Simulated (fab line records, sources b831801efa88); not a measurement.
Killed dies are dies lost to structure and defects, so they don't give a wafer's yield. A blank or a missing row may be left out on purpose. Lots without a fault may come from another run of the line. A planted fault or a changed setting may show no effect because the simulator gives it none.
Which tool did it? | flow gf180mcu | 14 lots, 42 wafers sampled, at 4 steps of a route of 602

WHAT THE GAUGES READ, wafer by wafer
GF_PSD_RS_MEAS_15: measures by four-point-probe.
lot  | measured     | on            | PSD_RS (ohm/sq)
L936 | day 14 15:02 | film_metro-03 | 108.40 108.34 108.23
L939 | day 15 05:11 | film_metro-02 | 108.18 108.21 108.51
L941 | day 16 01:32 | film_metro-02 | 109.11 108.49 108.97
L942 | day 16 15:17 | film_metro-04 | 108.70 108.83 108.67
L948 | day 18 13:56 | film_metro-03 | 108.53 108.52 108.25
L949 | day 19 02:36 | film_metro-04 | 108.16 108.35 108.43
L950 | day 19 13:02 | film_metro-03 | 108.59 108.40 108.74
L951 | day 19 14:41 | film_metro-04 | 108.73 108.63 108.82
L952 | day 20 02:10 | film_metro-02 | 108.98 108.73 108.72
L953 | day 20 10:49 | film_metro-04 | 108.71 108.66 108.90
L954 | day 20 14:25 | film_metro-02 | 108.75 108.42 108.31
L955 | day 21 01:32 | film_metro-02 | 108.62 108.49 108.60
L958 | day 21 21:53 | film_metro-03 | 108.19 108.45 108.29
L959 | day 22 03:41 | film_metro-02 | 109.07 108.35 108.46

GF_CONTACT_RS_MEAS_25: measures by four-point-probe.
lot  | measured     | on            | CONTACT_W_RS (ohm/sq)
L936 | day 16 11:44 | film_metro-02 | 0.385 0.385 0.379
L939 | day 17 02:00 | film_metro-02 | 0.379 0.383 0.378
L941 | day 18 01:15 | film_metro-04 | 0.375 0.376 0.376
L942 | day 18 17:29 | film_metro-04 | 0.382 0.387 0.382
L948 | day 20 17:08 | film_metro-01 | 0.379 0.382 0.382
L949 | day 21 05:35 | film_metro-04 | 0.386 0.386 0.389
L950 | day 21 15:03 | film_metro-04 | 0.383 0.390 0.380
L951 | day 21 16:50 | film_metro-01 | 0.383 0.387 0.382
L952 | day 22 05:11 | film_metro-04 | 0.386 0.385 0.382
L953 | day 22 12:03 | film_metro-02 | 0.382 0.384 0.385
L954 | day 22 16:36 | film_metro-02 | 0.385 0.384 0.381
L955 | day 23 02:02 | film_metro-04 | 0.391 0.384 0.388
L958 | day 23 21:32 | film_metro-04 | 0.382 0.381 0.378
L959 | day 24 03:52 | film_metro-04 | 0.389 0.384 0.380

WHICH TOOL RAN EACH LOT (tool, then ch and the chambers of the sampled wafers, then the start)
lot  | GF_STI_ETCH_14                  | GF_CONTACT_SPUTTER_22
L936 | rie_si-02 ch 1,2,3, day 2 01:37 | pvd_sputter-04, day 16 11:30
L939 | rie_si-02 ch 0,1, day 2 19:37   | pvd_sputter-02, day 17 01:48
L941 | rie_si-02 ch 2,3, day 3 02:31   | pvd_sputter-04, day 18 01:02
L942 | rie_si-01 ch 1,2, day 3 13:49   | pvd_sputter-02, day 18 17:14
L948 | rie_si-01 ch 0,2,3, day 4 14:32 | pvd_sputter-04, day 20 16:56
L949 | rie_si-01 ch 1,2,3, day 4 20:31 | pvd_sputter-02, day 21 05:16
L950 | rie_si-01 ch 1,2,3, day 5 02:28 | pvd_sputter-01, day 21 14:51
L951 | rie_si-01 ch 0,2,3, day 5 06:19 | pvd_sputter-02, day 21 16:38
L952 | rie_si-01 ch 0,1,2, day 5 11:41 | pvd_sputter-01, day 22 04:58
L953 | rie_si-01 ch 1,2, day 5 19:47   | pvd_sputter-04, day 22 11:49
L954 | rie_si-02 ch 0,1,3, day 5 23:10 | pvd_sputter-02, day 22 16:23
L955 | rie_si-02 ch 0,2,3, day 6 05:43 | pvd_sputter-02, day 23 01:50
L958 | rie_si-01 ch 0,1,3, day 6 19:26 | pvd_sputter-04, day 23 21:20
L959 | rie_si-01 ch 1,2,3, day 7 00:34 | pvd_sputter-02, day 24 03:40
- GF_STI_ETCH_14: etches Si in HBr/Cl2/O2, target depth 360 nm, time 102.9 s.
- GF_CONTACT_SPUTTER_22: material Ti, target thk 15 nm, time 80.02 s.

WHAT THE TOOLS THEMSELVES READ (means of the sampled wafers that have a number; where no wafer has one, the mark that the record gives instead)
GF_STI_ETCH_14.
lot  | tool      | drypump_motor_current_A (A) | oes_product_au (a.u.) | run_length_s (s) | throttle_valve_pct (%)
L936 | rie_si-02 | 5.5                         | 1.016                 | 131.3            | 25.655
L939 | rie_si-02 | 5.6                         | 0.979                 | 143.7            | 25.666
L941 | rie_si-02 | 5.4                         | 1.022                 | 144.5            | 25.655
L942 | rie_si-01 | 5.8                         | 1.006                 | 131.1            | 25.644
L948 | rie_si-01 | 5.6                         | 0.997                 | 131.4            | 25.654
L949 | rie_si-01 | 5.6                         | 0.990                 | 131.5            | 25.667
L950 | rie_si-01 | 5.6                         | 0.999                 | 131.3            | 25.668
L951 | rie_si-01 | 5.6                         | 0.996                 | 131.3            | 25.664
L952 | rie_si-01 | 5.8                         | 1.015                 | 131.0            | 25.645
L953 | rie_si-01 | 5.8                         | 1.014                 | 131.2            | 25.639
L954 | rie_si-02 | 5.9                         | 0.995                 | 130.9            | 25.662
L955 | rie_si-02 | 5.8                         | 0.996                 | 131.1            | 25.646
L958 | rie_si-01 | 5.5                         | 1.019                 | 131.8            | 25.640
L959 | rie_si-01 | 5.6                         | 1.005                 | 131.3            | 25.659

GF_CONTACT_SPUTTER_22.
lot  | tool           | throttle_valve_pct (%)
L936 | pvd_sputter-04 | 29.7
L939 | pvd_sputter-02 | 30.2
L941 | pvd_sputter-04 | 28.7
L942 | pvd_sputter-02 | 30.5
L948 | pvd_sputter-04 | 29.0
L949 | pvd_sputter-02 | 29.9
L950 | pvd_sputter-01 | 30.3
L951 | pvd_sputter-02 | 29.7
L952 | pvd_sputter-01 | 30.0
L953 | pvd_sputter-04 | 29.4
L954 | pvd_sputter-02 | 30.5
L955 | pvd_sputter-02 | 29.4
L958 | pvd_sputter-04 | 28.9
L959 | pvd_sputter-02 | 30.4

THE ANSWER, worked out from the rows above alone
Rule: what is usual is taken from the lots themselves. Put in order of their means at a reading, lots are off if they are a third of the lots or fewer, leave a main group of 4 or more, and stand apart from it by a gap of 3 or more times the standard deviation of the main group's means; of several such gaps the widest counts. A main group whose means are all the same, to the digits that the tables above print for the reading, isn't used. A lot without any number at a reading at which 4 lots or more have one is off too. The other lots that the step has rows for count as sound. The gauges are gone through in route order, then the tools' own readings, and for those a lot's mean is taken as printed above. The first step at which some lot is off is used, and at that step the reading that is off furthest; a lot without a number counts as furthest.
Off: L939, L941, at GF_STI_ETCH_14 (run_length_s). The main group: mean 131.3 s, standard deviation 0.23.
A tool fits if, at that step or a process step before it, it ran every lot that is off, and no sound lot after the first of them. None of those tried fits.

WHAT THE SIMULATOR HAD PUT IN
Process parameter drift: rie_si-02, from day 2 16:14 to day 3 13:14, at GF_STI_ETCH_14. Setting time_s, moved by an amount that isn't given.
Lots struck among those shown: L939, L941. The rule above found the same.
